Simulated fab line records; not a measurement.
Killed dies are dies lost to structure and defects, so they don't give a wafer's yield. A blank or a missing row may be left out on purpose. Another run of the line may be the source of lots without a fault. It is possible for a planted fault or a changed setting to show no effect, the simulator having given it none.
Matching of chambers :: flow gf180mcu :: cmp-01 running GF_V3_CMP_04: 4 sister chambers
The step polishes SiO2. 36 wafers are shown with their chamber, then 12 later ones without.

## WAFERS WITH THEIR CHAMBER
wafer: L074.1
chamber: 2
motor_current_A (A): 14.0
time_to_endpoint_s (s): 73

wafer: L074.4
chamber: 0
motor_current_A (A): 11.1
time_to_endpoint_s (s): 88

wafer: L074.6
chamber: 3
motor_current_A (A): 12.8
time_to_endpoint_s (s): 91

wafer: L075.1
chamber: 2
motor_current_A (A): 14.3
time_to_endpoint_s (s): 91

wafer: L075.2
chamber: 0
motor_current_A (A): 10.6
time_to_endpoint_s (s): 88

wafer: L075.4
chamber: 1
motor_current_A (A): 13.7
time_to_endpoint_s (s): 85

wafer: L076.2
chamber: 2
motor_current_A (A): 13.8
time_to_endpoint_s (s): 80

wafer: L076.4
chamber: 1
motor_current_A (A): 14.0
time_to_endpoint_s (s): 81

wafer: L076.6
chamber: 1
motor_current_A (A): 13.0
time_to_endpoint_s (s): 86

wafer: L079.3
chamber: 3
motor_current_A (A): 13.4
time_to_endpoint_s (s): 81

wafer: L079.4
chamber: 1
motor_current_A (A): 13.5
time_to_endpoint_s (s): 86

wafer: L079.5
chamber: 3
motor_current_A (A): 12.9
time_to_endpoint_s (s): 83

wafer: L081.2
chamber: 0
motor_current_A (A): 10.8
time_to_endpoint_s (s): 85

wafer: L081.4
chamber: 3
motor_current_A (A): 13.6
time_to_endpoint_s (s): 89

wafer: L081.5
chamber: 3
motor_current_A (A): 13.2
time_to_endpoint_s (s): 80

wafer: L082.1
chamber: 2
motor_current_A (A): 14.4
time_to_endpoint_s (s): 90

wafer: L082.2
chamber: 1
motor_current_A (A): 12.7
time_to_endpoint_s (s): 81

wafer: L082.6
chamber: 3
motor_current_A (A): 13.1
time_to_endpoint_s (s): 97

wafer: L083.1
chamber: 2
motor_current_A (A): 14.5
time_to_endpoint_s (s): 78

wafer: L083.2
chamber: 3
motor_current_A (A): 13.4
time_to_endpoint_s (s): 78

wafer: L083.5
chamber: 3
motor_current_A (A): 13.5
time_to_endpoint_s (s): 82

wafer: L084.3
chamber: 1
motor_current_A (A): 13.6
time_to_endpoint_s (s): 76

wafer: L084.5
chamber: 0
motor_current_A (A): 11.4
time_to_endpoint_s (s): 94

wafer: L084.6
chamber: 3
motor_current_A (A): 12.0
time_to_endpoint_s (s): 86

wafer: L086.1
chamber: 2
motor_current_A (A): 15.2
time_to_endpoint_s (s): 79

wafer: L086.3
chamber: 1
motor_current_A (A): 14.0
time_to_endpoint_s (s): 72

wafer: L086.6
chamber: 1
motor_current_A (A): 13.8
time_to_endpoint_s (s): 79

wafer: L085.1
chamber: 1
motor_current_A (A): 13.9
time_to_endpoint_s (s): 73

wafer: L085.4
chamber: 2
motor_current_A (A): 14.5
time_to_endpoint_s (s): 75

wafer: L085.6
chamber: 3
motor_current_A (A): 14.1
time_to_endpoint_s (s): 86

wafer: L088.2
chamber: 2
motor_current_A (A): 14.6
time_to_endpoint_s (s): 83

wafer: L088.3
chamber: 3
motor_current_A (A): 12.4
time_to_endpoint_s (s): 82

wafer: L088.6
chamber: 2
motor_current_A (A): 13.9
time_to_endpoint_s (s): 88

wafer: L089.2
chamber: 1
motor_current_A (A): 13.8
time_to_endpoint_s (s): 82

wafer: L089.3
chamber: 3
motor_current_A (A): 12.9
time_to_endpoint_s (s): 87

wafer: L089.4
chamber: 0
motor_current_A (A): 11.0
time_to_endpoint_s (s): 90

SIGNATURES (averages over the wafers above)
reading: motor_current_A
chamber 0: 10.980
chamber 1: 13.600
chamber 2: 14.356
chamber 3: 13.108
scatter within a chamber: 0.467

reading: time_to_endpoint_s
chamber 0: 89.00
chamber 1: 80.10
chamber 2: 81.89
chamber 3: 85.17
scatter within a chamber: 5.4
Rule: distance of a wafer from a chamber = root of the sum over the readings of ((wafer's reading minus chamber's mean) / reading's scatter) squared. The wafer belongs to the nearest chamber; if the next one is less than 2 further off, it can't be placed. The scatter: the root of (the sum of the squares of (reading less its chamber's mean) over the shown wafers, divided by (wafers less chambers)).

## WAFERS WITHOUT THEIR CHAMBER
wafer: L091.1
motor_current_A (A): 13.8
time_to_endpoint_s (s): 75

wafer: L091.2
motor_current_A (A): 13.5
time_to_endpoint_s (s): 73

wafer: L091.5
motor_current_A (A): 13.1
time_to_endpoint_s (s): 78

wafer: L093.1
motor_current_A (A): 10.8
time_to_endpoint_s (s): 82

wafer: L093.2
motor_current_A (A): 13.1
time_to_endpoint_s (s): 83

wafer: L093.6
motor_current_A (A): 13.3
time_to_endpoint_s (s): 87

wafer: L095.2
motor_current_A (A): 13.0
time_to_endpoint_s (s): 87

wafer: L095.3
motor_current_A (A): 13.7
time_to_endpoint_s (s): 79

wafer: L095.5
motor_current_A (A): 13.5
time_to_endpoint_s (s): 88

wafer: L096.1
motor_current_A (A): 12.5
time_to_endpoint_s (s): 80

wafer: L096.3
motor_current_A (A): 10.8
time_to_endpoint_s (s): 81

wafer: L096.4
motor_current_A (A): 14.5
time_to_endpoint_s (s): 84

## WHICH CHAMBER EACH ONE RAN IN
wafer: L091.1
from the rows above: can't be placed: 1 or 2 or 3
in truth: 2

wafer: L091.2
from the rows above: can't be placed: 1 or 3 or 2
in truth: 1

wafer: L091.5
from the rows above: can't be placed: 1 or 3 or 2
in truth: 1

wafer: L093.1
from the rows above: 0
in truth: 0

wafer: L093.2
from the rows above: can't be placed: 3 or 1
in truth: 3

wafer: L093.6
from the rows above: can't be placed: 3 or 1 or 2
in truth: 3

wafer: L095.2
from the rows above: can't be placed: 3 or 1
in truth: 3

wafer: L095.3
from the rows above: can't be placed: 1 or 2 or 3
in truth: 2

wafer: L095.5
from the rows above: can't be placed: 3 or 1 or 2
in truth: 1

wafer: L096.1
from the rows above: can't be placed: 3 or 1
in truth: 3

wafer: L096.3
from the rows above: 0
in truth: 0

wafer: L096.4
from the rows above: can't be placed: 2 or 1
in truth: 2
Correct placement for 2 of the 12. Not placeable from these rows: 10 (in 10, the candidates include the true chamber). Number placed wrongly: 0.
